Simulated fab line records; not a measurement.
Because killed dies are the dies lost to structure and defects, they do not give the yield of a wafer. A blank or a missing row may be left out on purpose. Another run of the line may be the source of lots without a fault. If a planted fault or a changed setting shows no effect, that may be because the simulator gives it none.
Chamber matching || flow gf180mcu || GF_V1_CVD_02 on pecvd-04: 3 sister chambers
The step deposits SiO2 from TEOS, target thk 850 nm, time 94.851 s. 3 wafers are shown with their chamber, then 8 later ones without.

WAFERS PAIRED WITH THEIR CHAMBERS
{"wafer": "L090.4", "chamber": 1, "heater-power-w (W)": 656}
{"wafer": "L090.5", "chamber": 2, "heater-power-w (W)": 655}
{"wafer": "L094.1", "chamber": 0, "heater-power-w (W)": 630}

WAFERS WHOSE CHAMBER IS MISSING
{"wafer": "L094.4", "heater-power-w (W)": 613}
{"wafer": "L094.5", "heater-power-w (W)": 589}
{"wafer": "L096.1", "heater-power-w (W)": 613}
{"wafer": "L096.3", "heater-power-w (W)": 620}
{"wafer": "L096.6", "heater-power-w (W)": 580}
{"wafer": "L097.1", "heater-power-w (W)": 669}
{"wafer": "L097.2", "heater-power-w (W)": 656}
{"wafer": "L097.3", "heater-power-w (W)": 645}

CHAMBER TAKEN BY EACH
{"wafer": "L094.4", "from the rows above": "can't be placed: 0 or 2 or 1", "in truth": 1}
{"wafer": "L094.5", "from the rows above": "can't be placed: 0 or 2 or 1", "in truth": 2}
{"wafer": "L096.1", "from the rows above": "can't be placed: 0 or 2 or 1", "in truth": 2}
{"wafer": "L096.3", "from the rows above": "can't be placed: 0 or 2 or 1", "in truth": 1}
{"wafer": "L096.6", "from the rows above": "can't be placed: 0 or 2 or 1", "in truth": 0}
{"wafer": "L097.1", "from the rows above": "can't be placed: 1 or 2 or 0", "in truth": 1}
{"wafer": "L097.2", "from the rows above": "can't be placed: 1 or 2 or 0", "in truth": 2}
{"wafer": "L097.3", "from the rows above": "can't be placed: 2 or 1 or 0", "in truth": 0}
Placed correctly: 0 of 8. Can't be placed from these rows: 8 (the true chamber is among the candidates in 8). 0 placed wrongly.
How it was worked out, from the rows above alone: a wafer's distance from a chamber is the root of the sum, over the readings, of the square of ((its reading less the chamber's mean) divided by the reading's scatter). The wafer belongs to the nearest chamber; if the next one is less than 2 further off, it can't be placed. The mean given for a chamber averages the wafers shown for that chamber. The scatter: root of mean squared gap, hidden wafer to nearest shown wafer, with one shown wafer a chamber.
